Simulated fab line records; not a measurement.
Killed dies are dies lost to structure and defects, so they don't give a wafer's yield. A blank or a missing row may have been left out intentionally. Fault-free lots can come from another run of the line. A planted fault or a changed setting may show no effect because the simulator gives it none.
fab line records / flow gf180mcu
[record] lots = 7 wafers = 21 last_day = 34
route steps=602 shown M4@475 V4@476
lots that met no fault: from a run of the same line without faults
start_h: the number of hours between the record's first day and the start of the first shown wafer of the lot / wait_h: hours from the lot's prior step to this one / " as in the row above / L1.1+2: one row covering several wafers at once / - no value, or no start given / * or withheld: withheld / < > ~ a bound
route shown NAME@n: names a module that has steps shown in the file, with the first one's number in the route / usual: mean/standard deviation of fault-free wafers / same: alike in all rows / chamber/n: place in a boat / sites: the reading at each site / _std_site: the standard deviation of these / _edge_site: mean of outer sites minus mean of inner sites / radius_mm: for every site, how far away it sits from the centre of the wafer / mask NAME#n: copy n / behind: the last tool/chamber to shape the wafer / hold: reason for holding the lot/hours on hold/outcome of the hold / device: the n, p or np transistor that did not switch / end of line: tests run on the same wafers once the route is complete / where a step has no rows: the recipe by itself / killed: count of dies lost to structure and defects at first sort (not the wafer's yield) / map: dies across one wafer; x = killed, . = not, _ = none there
set.NAME: the setting that was run; set.NAME@STEP: the one run at that earlier step / model.NAME: the simulator's own value behind a step, which no gauge read
lots at selected steps of the route; one table per step, one row per wafer
services: a tool's chamber out of use, with start hour (start_h, from the record's first day; less than 0 if before it), hours out, and reason
[[steps]]
[step GF_M4_CLEAN_19]
[recipe] chemistry = DIW dry = n2_spin
[step GF_V4_CVD_00]
[recipe] material = SiO2 target_thk_nm = 600 sigma_open_frac = 0.3 temp_c = 400 time_s = 100 sih4_flow_sccm = 60 pressure_mtorr = 6
[step GF_V4_THK_MEAS_01]
[recipe] reads = SiO2_of_V4_CVD_00
[usual] V4_CVD_00_THK = 602/7.6
lot.wafer=L686.1 tool=film_metro-04 chamber=- start_h=588.22 wait_h=0.0 V4_CVD_00_THK[nm]=604
lot.wafer=L686.2 tool=film_metro-04 chamber=- start_h=588.22 wait_h=0.0 V4_CVD_00_THK[nm]=598
lot.wafer=L686.6 tool=film_metro-04 chamber=- start_h=588.22 wait_h=0.0 V4_CVD_00_THK[nm]=608
lot.wafer=L695.1 tool=film_metro-03 chamber=- start_h=660.63 wait_h=0.1 V4_CVD_00_THK[nm]=604
lot.wafer=L695.5 tool=film_metro-03 chamber=- start_h=660.63 wait_h=0.1 V4_CVD_00_THK[nm]=615
lot.wafer=L695.6 tool=film_metro-03 chamber=- start_h=660.63 wait_h=0.1 V4_CVD_00_THK[nm]=606
lot.wafer=L696.2 tool=film_metro-04 chamber=- start_h=665.96 wait_h=0.0 V4_CVD_00_THK[nm]=599
lot.wafer=L696.4 tool=film_metro-04 chamber=- start_h=665.96 wait_h=0.0 V4_CVD_00_THK[nm]=585
lot.wafer=L696.5 tool=film_metro-04 chamber=- start_h=665.96 wait_h=0.0 V4_CVD_00_THK[nm]=594
lot.wafer=L697.1 tool=film_metro-03 chamber=- start_h=674.36 wait_h=0.1 V4_CVD_00_THK[nm]=610
lot.wafer=L697.2 tool=film_metro-03 chamber=- start_h=674.36 wait_h=0.1 V4_CVD_00_THK[nm]=590
lot.wafer=L697.4 tool=film_metro-03 chamber=- start_h=674.36 wait_h=0.1 V4_CVD_00_THK[nm]=598
lot.wafer=L699.2 tool=film_metro-03 chamber=- start_h=684.30 wait_h=0.0 V4_CVD_00_THK[nm]=583
lot.wafer=L699.4 tool=film_metro-03 chamber=- start_h=684.30 wait_h=0.0 V4_CVD_00_THK[nm]=600
lot.wafer=L699.6 tool=film_metro-03 chamber=- start_h=684.30 wait_h=0.0 V4_CVD_00_THK[nm]=593
lot.wafer=L700.1 tool=film_metro-04 chamber=- start_h=688.28 wait_h=0.0 V4_CVD_00_THK[nm]=594
lot.wafer=L700.2 tool=film_metro-04 chamber=- start_h=688.28 wait_h=0.0 V4_CVD_00_THK[nm]=600
lot.wafer=L700.6 tool=film_metro-04 chamber=- start_h=688.28 wait_h=0.0 V4_CVD_00_THK[nm]=607
lot.wafer=L703.1 tool=film_metro-04 chamber=- start_h=710.92 wait_h=0.0 V4_CVD_00_THK[nm]=602
lot.wafer=L703.4 tool=film_metro-04 chamber=- start_h=710.92 wait_h=0.0 V4_CVD_00_THK[nm]=598
lot.wafer=L703.5 tool=film_metro-04 chamber=- start_h=710.92 wait_h=0.0 V4_CVD_00_THK[nm]=606
[step GF_V4_CVD_02]
[recipe] material = SiO2 target_thk_nm = 850 precursor = TEOS temp_c = 400 time_s = 94.851 rf_w = 600
[usual] heater_power_outer_w = 385/110 heater_power_w = 638/140
lot.wafer=L686.1 tool=pecvd-03 chamber=2 start_h=588.28 wait_h=0.1 heater_power_outer_w=568 heater_power_w=871
lot.wafer=L686.2 tool=pecvd-03 chamber=1 start_h=588.28 wait_h=0.1 heater_power_outer_w=475 heater_power_w=765
lot.wafer=L686.6 tool=pecvd-03 chamber=2 start_h=588.28 wait_h=0.1 heater_power_outer_w=455 heater_power_w=723
lot.wafer=L695.1 tool=pecvd-03 chamber=2 start_h=660.69 wait_h=0.1 heater_power_outer_w=546 heater_power_w=844
lot.wafer=L695.5 tool=pecvd-03 chamber=2 start_h=660.69 wait_h=0.1 heater_power_outer_w=575 heater_power_w=873
lot.wafer=L695.6 tool=pecvd-03 chamber=0 start_h=660.69 wait_h=0.1 heater_power_outer_w=178 heater_power_w=370
lot.wafer=L696.2 tool=pecvd-02 chamber=2 start_h=666.01 wait_h=0.0 heater_power_outer_w=338 heater_power_w=553
lot.wafer=L696.4 tool=pecvd-02 chamber=1 start_h=666.01 wait_h=0.0 heater_power_outer_w=336 heater_power_w=585
lot.wafer=L696.5 tool=pecvd-02 chamber=0 start_h=666.01 wait_h=0.0 heater_power_outer_w=290 heater_power_w=539
lot.wafer=L697.1 tool=pecvd-01 chamber=2 start_h=674.42 wait_h=0.1 heater_power_outer_w=554 heater_power_w=813
lot.wafer=L697.2 tool=pecvd-01 chamber=0 start_h=674.42 wait_h=0.1 heater_power_outer_w=371 heater_power_w=595
lot.wafer=L697.4 tool=pecvd-01 chamber=0 start_h=674.42 wait_h=0.1 heater_power_outer_w=380 heater_power_w=633
lot.wafer=L699.2 tool=pecvd-03 chamber=2 start_h=684.35 wait_h=0.0 heater_power_outer_w=569 heater_power_w=885
lot.wafer=L699.4 tool=pecvd-03 chamber=0 start_h=684.35 wait_h=0.0 heater_power_outer_w=256 heater_power_w=472
lot.wafer=L699.6 tool=pecvd-03 chamber=1 start_h=684.35 wait_h=0.0 heater_power_outer_w=356 heater_power_w=616
lot.wafer=L700.1 tool=pecvd-03 chamber=1 start_h=688.34 wait_h=0.1 heater_power_outer_w=409 heater_power_w=681
lot.wafer=L700.2 tool=pecvd-03 chamber=2 start_h=688.34 wait_h=0.1 heater_power_outer_w=593 heater_power_w=897
lot.wafer=L700.6 tool=pecvd-03 chamber=1 start_h=688.34 wait_h=0.1 heater_power_outer_w=438 heater_power_w=727
lot.wafer=L703.1 tool=pecvd-03 chamber=2 start_h=710.98 wait_h=0.1 heater_power_outer_w=468 heater_power_w=737
lot.wafer=L703.4 tool=pecvd-03 chamber=1 start_h=710.98 wait_h=0.1 heater_power_outer_w=406 heater_power_w=687
lot.wafer=L703.5 tool=pecvd-03 chamber=2 start_h=710.98 wait_h=0.1 heater_power_outer_w=524 heater_power_w=808
[step GF_V4_THK_MEAS_03]
[recipe] reads = SiO2_of_V4_CVD_02
[usual] V4_CVD_02_THK = 856/13
lot.wafer=L686.1 tool=film_metro-03 chamber=- start_h=588.38 wait_h=0.1 V4_CVD_02_THK[nm]=859
lot.wafer=L686.2 tool=film_metro-03 chamber=- start_h=588.38 wait_h=0.1 V4_CVD_02_THK[nm]=853
lot.wafer=L686.6 tool=film_metro-03 chamber=- start_h=588.38 wait_h=0.1 V4_CVD_02_THK[nm]=865
lot.wafer=L695.1 tool=film_metro-03 chamber=- start_h=660.76 wait_h=0.0 V4_CVD_02_THK[nm]=854
lot.wafer=L695.5 tool=film_metro-03 chamber=- start_h=660.76 wait_h=0.0 V4_CVD_02_THK[nm]=863
lot.wafer=L695.6 tool=film_metro-03 chamber=- start_h=660.76 wait_h=0.0 V4_CVD_02_THK[nm]=868
lot.wafer=L696.2 tool=film_metro-03 chamber=- start_h=666.08 wait_h=0.0 V4_CVD_02_THK[nm]=867
lot.wafer=L696.4 tool=film_metro-03 chamber=- start_h=666.08 wait_h=0.0 V4_CVD_02_THK[nm]=883
lot.wafer=L696.5 tool=film_metro-03 chamber=- start_h=666.08 wait_h=0.0 V4_CVD_02_THK[nm]=866
lot.wafer=L697.1 tool=film_metro-04 chamber=- start_h=674.49 wait_h=0.0 V4_CVD_02_THK[nm]=873
lot.wafer=L697.2 tool=film_metro-04 chamber=- start_h=674.49 wait_h=0.0 V4_CVD_02_THK[nm]=840
lot.wafer=L697.4 tool=film_metro-04 chamber=- start_h=674.49 wait_h=0.0 V4_CVD_02_THK[nm]=863
lot.wafer=L699.2 tool=film_metro-03 chamber=- start_h=684.43 wait_h=0.0 V4_CVD_02_THK[nm]=840
lot.wafer=L699.4 tool=film_metro-03 chamber=- start_h=684.43 wait_h=0.0 V4_CVD_02_THK[nm]=844
lot.wafer=L699.6 tool=film_metro-03 chamber=- start_h=684.43 wait_h=0.0 V4_CVD_02_THK[nm]=854
lot.wafer=L700.1 tool=film_metro-03 chamber=- start_h=688.41 wait_h=0.0 V4_CVD_02_THK[nm]=849
lot.wafer=L700.2 tool=film_metro-03 chamber=- start_h=688.41 wait_h=0.0 V4_CVD_02_THK[nm]=860
lot.wafer=L700.6 tool=film_metro-03 chamber=- start_h=688.41 wait_h=0.0 V4_CVD_02_THK[nm]=873
lot.wafer=L703.1 tool=film_metro-03 chamber=- start_h=711.05 wait_h=0.0 V4_CVD_02_THK[nm]=849
lot.wafer=L703.4 tool=film_metro-03 chamber=- start_h=711.05 wait_h=0.0 V4_CVD_02_THK[nm]=869
lot.wafer=L703.5 tool=film_metro-03 chamber=- start_h=711.05 wait_h=0.0 V4_CVD_02_THK[nm]=865
[step GF_V4_CMP_04]
[recipe] material = SiO2 down_force_psi = 4 platen_rpm = 60 pad_velocity_m_s = 0.94248
[usual] motor_current_A = 12.0/1.1 retaining_ring_pressure_frac = 1.000/0.0044 slurry_flow_ml_min = 150.0/0.45 time_to_endpoint_s = 81/5.4
lot.wafer=L686.1 tool=cmp-01 chamber=1 start_h=588.49 wait_h=0.1 motor_current_A=12.9 retaining_ring_pressure_frac=1.005 slurry_flow_ml_min=150.6 time_to_endpoint_s=77
lot.wafer=L686.2 tool=cmp-01 chamber=3 start_h=588.49 wait_h=0.1 motor_current_A=12.0 retaining_ring_pressure_frac=0.999 slurry_flow_ml_min=150.3 time_to_endpoint_s=80
lot.wafer=L686.6 tool=cmp-01 chamber=0 start_h=588.49 wait_h=0.1 motor_current_A=10.3 retaining_ring_pressure_frac=0.999 slurry_flow_ml_min=149.8 time_to_endpoint_s=79
lot.wafer=L695.1 tool=cmp-01 chamber=1 start_h=660.82 wait_h=0.1 motor_current_A=13.0 retaining_ring_pressure_frac=0.995 slurry_flow_ml_min=150.6 time_to_endpoint_s=83
lot.wafer=L695.5 tool=cmp-01 chamber=1 start_h=660.82 wait_h=0.1 motor_current_A=12.4 retaining_ring_pressure_frac=0.991 slurry_flow_ml_min=149.7 time_to_endpoint_s=83
lot.wafer=L695.6 tool=cmp-01 chamber=2 start_h=660.82 wait_h=0.1 motor_current_A=11.5 retaining_ring_pressure_frac=1.003 slurry_flow_ml_min=149.9 time_to_endpoint_s=93
lot.wafer=L696.2 tool=cmp-02 chamber=0 start_h=666.13 wait_h=0.0 motor_current_A=13.0 retaining_ring_pressure_frac=1.000 slurry_flow_ml_min=151.0 time_to_endpoint_s=83
lot.wafer=L696.4 tool=cmp-02 chamber=1 start_h=666.13 wait_h=0.0 motor_current_A=12.4 retaining_ring_pressure_frac=1.005 slurry_flow_ml_min=150.7 time_to_endpoint_s=91
lot.wafer=L696.5 tool=cmp-02 chamber=1 start_h=666.13 wait_h=0.0 motor_current_A=13.3 retaining_ring_pressure_frac=0.999 slurry_flow_ml_min=150.6 time_to_endpoint_s=81
lot.wafer=L697.1 tool=cmp-01 chamber=1 start_h=674.55 wait_h=0.1 motor_current_A=13.9 retaining_ring_pressure_frac=1.003 slurry_flow_ml_min=150.2 time_to_endpoint_s=86
lot.wafer=L697.4 tool=cmp-01 chamber=2 start_h=674.55 wait_h=0.1 motor_current_A=10.6 retaining_ring_pressure_frac=0.999 slurry_flow_ml_min=149.9 time_to_endpoint_s=88
lot.wafer=L697.2 tool=cmp-01 chamber=0 start_h=674.55 wait_h=0.1 motor_current_A=10.0 retaining_ring_pressure_frac=0.993 slurry_flow_ml_min=149.7 time_to_endpoint_s=77
lot.wafer=L699.2 tool=cmp-02 chamber=3 start_h=684.48 wait_h=0.0 motor_current_A=12.1 retaining_ring_pressure_frac=0.995 slurry_flow_ml_min=150.7 time_to_endpoint_s=72
lot.wafer=L699.4 tool=cmp-02 chamber=0 start_h=684.48 wait_h=0.0 motor_current_A=13.1 retaining_ring_pressure_frac=0.999 slurry_flow_ml_min=150.5 time_to_endpoint_s=75
lot.wafer=L699.6 tool=cmp-02 chamber=3 start_h=684.48 wait_h=0.0 motor_current_A=12.6 retaining_ring_pressure_frac=0.996 slurry_flow_ml_min=150.6 time_to_endpoint_s=78
lot.wafer=L700.2 tool=cmp-02 chamber=1 start_h=688.47 wait_h=0.0 motor_current_A=13.0 retaining_ring_pressure_frac=0.993 slurry_flow_ml_min=150.3 time_to_endpoint_s=80
lot.wafer=L700.1 tool=cmp-02 chamber=2 start_h=688.47 wait_h=0.0 motor_current_A=12.6 retaining_ring_pressure_frac=0.993 slurry_flow_ml_min=149.2 time_to_endpoint_s=76
lot.wafer=L700.6 tool=cmp-02 chamber=2 start_h=688.47 wait_h=0.0 motor_current_A=12.6 retaining_ring_pressure_frac=0.992 slurry_flow_ml_min=150.1 time_to_endpoint_s=86
lot.wafer=L703.1 tool=cmp-01 chamber=0 start_h=711.11 wait_h=0.1 motor_current_A=10.9 retaining_ring_pressure_frac=1.002 slurry_flow_ml_min=150.6 time_to_endpoint_s=78
lot.wafer=L703.4 tool=cmp-01 chamber=3 start_h=711.11 wait_h=0.1 motor_current_A=12.3 retaining_ring_pressure_frac=0.997 slurry_flow_ml_min=150.4 time_to_endpoint_s=84
lot.wafer=L703.5 tool=cmp-01 chamber=0 start_h=711.11 wait_h=0.1 motor_current_A=10.2 retaining_ring_pressure_frac=1.003 slurry_flow_ml_min=150.2 time_to_endpoint_s=87
[step GF_V4_BOW_MEAS_05]
[recipe] mode = bow
[usual] V4_BOW = 135/8.1
lot.wafer=L686.1 tool=film_metro-04 chamber=- start_h=588.74 wait_h=0.2 V4_BOW[um]=108
lot.wafer=L686.2 tool=film_metro-04 chamber=- start_h=588.74 wait_h=0.2 V4_BOW[um]=133
lot.wafer=L686.6 tool=film_metro-04 chamber=- start_h=588.74 wait_h=0.2 V4_BOW[um]=122
lot.wafer=L695.1 tool=film_metro-04 chamber=- start_h=661.12 wait_h=0.2 V4_BOW[um]=136
lot.wafer=L695.5 tool=film_metro-04 chamber=- start_h=661.12 wait_h=0.2 V4_BOW[um]=133
lot.wafer=L695.6 tool=film_metro-04 chamber=- start_h=661.12 wait_h=0.2 V4_BOW[um]=133
lot.wafer=L696.2 tool=film_metro-03 chamber=- start_h=666.45 wait_h=0.3 V4_BOW[um]=143
lot.wafer=L696.4 tool=film_metro-03 chamber=- start_h=666.45 wait_h=0.3 V4_BOW[um]=139
lot.wafer=L696.5 tool=film_metro-03 chamber=- start_h=666.45 wait_h=0.3 V4_BOW[um]=130
lot.wafer=L697.1 tool=film_metro-03 chamber=- start_h=674.85 wait_h=0.2 V4_BOW[um]=145
lot.wafer=L697.2 tool=film_metro-03 chamber=- start_h=674.85 wait_h=0.2 V4_BOW[um]=141
lot.wafer=L697.4 tool=film_metro-03 chamber=- start_h=674.85 wait_h=0.2 V4_BOW[um]=150
lot.wafer=L699.2 tool=film_metro-04 chamber=- start_h=684.80 wait_h=0.3 V4_BOW[um]=137
lot.wafer=L699.4 tool=film_metro-04 chamber=- start_h=684.80 wait_h=0.3 V4_BOW[um]=146
lot.wafer=L699.6 tool=film_metro-04 chamber=- start_h=684.80 wait_h=0.3 V4_BOW[um]=135
lot.wafer=L700.1 tool=film_metro-04 chamber=- start_h=688.77 wait_h=0.2 V4_BOW[um]=129
lot.wafer=L700.2 tool=film_metro-04 chamber=- start_h=688.77 wait_h=0.2 V4_BOW[um]=141
lot.wafer=L700.6 tool=film_metro-04 chamber=- start_h=688.77 wait_h=0.2 V4_BOW[um]=132
lot.wafer=L703.1 tool=film_metro-04 chamber=- start_h=711.41 wait_h=0.2 V4_BOW[um]=139
lot.wafer=L703.4 tool=film_metro-04 chamber=- start_h=711.41 wait_h=0.2 V4_BOW[um]=141
lot.wafer=L703.5 tool=film_metro-04 chamber=- start_h=711.41 wait_h=0.2 V4_BOW[um]=138
[step GF_V4_DEHYDRATE_06]
[recipe] temp_c = 200 time_s = 60
[step GF_V4_HMDS_07]
[recipe] prime_time_s = 60 prime_temp_c = 120
[step GF_V4_COAT_08]
[recipe] resist = BARC temp_c = withheld time_s = withheld spin_rpm = withheld resist_thk_nm = withheld
[step GF_V4_COAT_09]
[recipe] resist = KrF spin_rpm = withheld resist_thk_nm = 1000
[step GF_V4_SOFTBAKE_10]
[recipe] temp_c = 130 time_s = 60 resist = KrF
[step GF_V4_EXPOSE_11]
[recipe] mask_id = Via4 target_cd_nm = 260 na = 0.68 source_shape = conventional sigma_outer = 0.6 dose_mj = 38
[usual] exposure_dose_mJ_cm2 = 38.01/0.036 focus_offset_nm = 0.0/0.57
lot.wafer=L686.1 tool=krf_scanner-02 chamber=0 start_h=599.90 wait_h=- mask=Via4#0 exposure_dose_mJ_cm2=38.00 focus_offset_nm=-1.0
lot.wafer=L686.2 tool=krf_scanner-02 chamber=0 start_h=599.90 wait_h=- mask=Via4#0 exposure_dose_mJ_cm2=38.01 focus_offset_nm=1.1
lot.wafer=L686.6 tool=krf_scanner-02 chamber=0 start_h=599.90 wait_h=- mask=Via4#0 exposure_dose_mJ_cm2=38.00 focus_offset_nm=0.6
lot.wafer=L695.1 tool=krf_scanner-01 chamber=- start_h=670.82 wait_h=- mask=Via4#0 exposure_dose_mJ_cm2=- focus_offset_nm=-
lot.wafer=L695.5 tool=krf_scanner-01 chamber=- start_h=670.82 wait_h=- mask=Via4#0 exposure_dose_mJ_cm2=- focus_offset_nm=-
lot.wafer=L695.6 tool=krf_scanner-01 chamber=- start_h=670.82 wait_h=- mask=Via4#0 exposure_dose_mJ_cm2=- focus_offset_nm=-
lot.wafer=L696.2 tool=krf_scanner-02 chamber=- start_h=675.49 wait_h=- mask=Via4#0 exposure_dose_mJ_cm2=- focus_offset_nm=-
lot.wafer=L696.4 tool=krf_scanner-02 chamber=- start_h=675.49 wait_h=- mask=Via4#0 exposure_dose_mJ_cm2=- focus_offset_nm=-
lot.wafer=L696.5 tool=krf_scanner-02 chamber=- start_h=675.49 wait_h=- mask=Via4#0 exposure_dose_mJ_cm2=- focus_offset_nm=-
lot.wafer=L697.1 tool=krf_scanner-01 chamber=- start_h=684.74 wait_h=- mask=Via4#0 exposure_dose_mJ_cm2=- focus_offset_nm=-
lot.wafer=L697.2 tool=krf_scanner-01 chamber=- start_h=684.74 wait_h=- mask=Via4#0 exposure_dose_mJ_cm2=- focus_offset_nm=-
lot.wafer=L697.4 tool=krf_scanner-01 chamber=- start_h=684.74 wait_h=- mask=Via4#0 exposure_dose_mJ_cm2=- focus_offset_nm=-
lot.wafer=L699.2 tool=krf_scanner-01 chamber=0 start_h=694.18 wait_h=- mask=Via4#0 exposure_dose_mJ_cm2=38.00 focus_offset_nm=0.6
lot.wafer=L699.4 tool=krf_scanner-01 chamber=0 start_h=694.18 wait_h=- mask=Via4#0 exposure_dose_mJ_cm2=37.97 focus_offset_nm=0.8
lot.wafer=L699.6 tool=krf_scanner-01 chamber=0 start_h=694.18 wait_h=- mask=Via4#0 exposure_dose_mJ_cm2=37.99 focus_offset_nm=-0.4
lot.wafer=L700.1 tool=krf_scanner-02 chamber=0 start_h=698.17 wait_h=- mask=Via4#0 exposure_dose_mJ_cm2=38.05 focus_offset_nm=0.9
lot.wafer=L700.2 tool=krf_scanner-02 chamber=0 start_h=698.17 wait_h=- mask=Via4#0 exposure_dose_mJ_cm2=38.04 focus_offset_nm=0.3
lot.wafer=L700.6 tool=krf_scanner-02 chamber=0 start_h=698.17 wait_h=- mask=Via4#0 exposure_dose_mJ_cm2=38.02 focus_offset_nm=0.2
lot.wafer=L703.1 tool=krf_scanner-02 chamber=0 start_h=720.40 wait_h=- mask=Via4#0 exposure_dose_mJ_cm2=38.02 focus_offset_nm=-0.3
lot.wafer=L703.4 tool=krf_scanner-02 chamber=0 start_h=720.40 wait_h=- mask=Via4#0 exposure_dose_mJ_cm2=37.97 focus_offset_nm=0.4
lot.wafer=L703.5 tool=krf_scanner-02 chamber=0 start_h=720.40 wait_h=- mask=Via4#0 exposure_dose_mJ_cm2=38.03 focus_offset_nm=-0.2
[step GF_V4_PEB_12]
[recipe] peb_temp_c = 135 peb_time_s = 90 resist = KrF
[[services]]
tool=cmp-02 chamber=- start_h=568.86 hours=2.2 kind=repair
tool=cmp-02 chamber=- start_h=569.16 hours=1.8 kind=repair
tool=cmp-02 chamber=- start_h=572.00 hours=4.0 kind=pm
tool=cmp-02 chamber=- start_h=576.27 hours=2.3 kind=repair
tool=cmp-02 chamber=- start_h=577.88 hours=11.2 kind=repair
tool=pecvd-03 chamber=0 start_h=584.62 hours=9.9 kind=repair
tool=krf_scanner-02 chamber=- start_h=601.19 hours=4.0 kind=pm
tool=krf_scanner-02 chamber=- start_h=609.20 hours=4.4 kind=pm
tool=cmp-01 chamber=- start_h=612.94 hours=0.5 kind=repair
tool=krf_scanner-02 chamber=- start_h=613.57 hours=1.0 kind=pm
tool=krf_scanner-02 chamber=- start_h=635.17 hours=1.3 kind=pm
tool=cmp-01 chamber=- start_h=640.01 hours=6.2 kind=pm
tool=krf_scanner-02 chamber=- start_h=649.59 hours=2.6 kind=repair
tool=krf_scanner-01 chamber=- start_h=657.37 hours=1.0 kind=pm
tool=krf_scanner-01 chamber=- start_h=658.37 hours=0.8 kind=pm
tool=cmp-01 chamber=- start_h=662.70 hours=1.3 kind=repair
tool=krf_scanner-01 chamber=- start_h=677.90 hours=0.9 kind=repair
tool=krf_scanner-01 chamber=- start_h=679.91 hours=1.3 kind=pm
tool=pecvd-03 chamber=- start_h=689.23 hours=2.8 kind=pm
tool=krf_scanner-02 chamber=- start_h=694.76 hours=2.0 kind=repair
tool=krf_scanner-01 chamber=- start_h=712.95 hours=4.0 kind=pm
tool=cmp-01 chamber=- start_h=714.71 hours=3.7 kind=repair
tool=cmp-02 chamber=- start_h=715.99 hours=1.1 kind=repair
tool=pecvd-03 chamber=- start_h=717.98 hours=1.3 kind=repair
[[key]]
[first_sign] step = GF_V4_EXPOSE_11 reading = tool_record direction = missing
effect none on later readings
met_at GF_V4_EXPOSE_11
struck_wafers L695.1,L695.5,L695.6,L696.2,L696.4,L696.5,L697.1,L697.2,L697.4
later_rows_left_out L695.1,L695.5,L695.6,L696.2,L696.4,L696.5,L697.1,L697.2,L697.4
sort_left_out L695.1,L695.5,L695.6,L696.2,L696.4,L696.5,L697.1,L697.2,L697.4
onset_between 599.90 670.82
[fault] kind = skipped_step_whole tool = krf_scanner-01,krf_scanner-02 chamber = - onset_h = 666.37 steps = GF_V4_EXPOSE_11 scope = struck_lots_only
// sort_left_out: the simulated sort isn't trusted on such a fault, so these wafers' sort isn't shown, and their yield isn't known
// later_rows_left_out: the simulator's readings of these wafers behind a module that went badly wrong aren't trusted and aren't shown, but for the sort
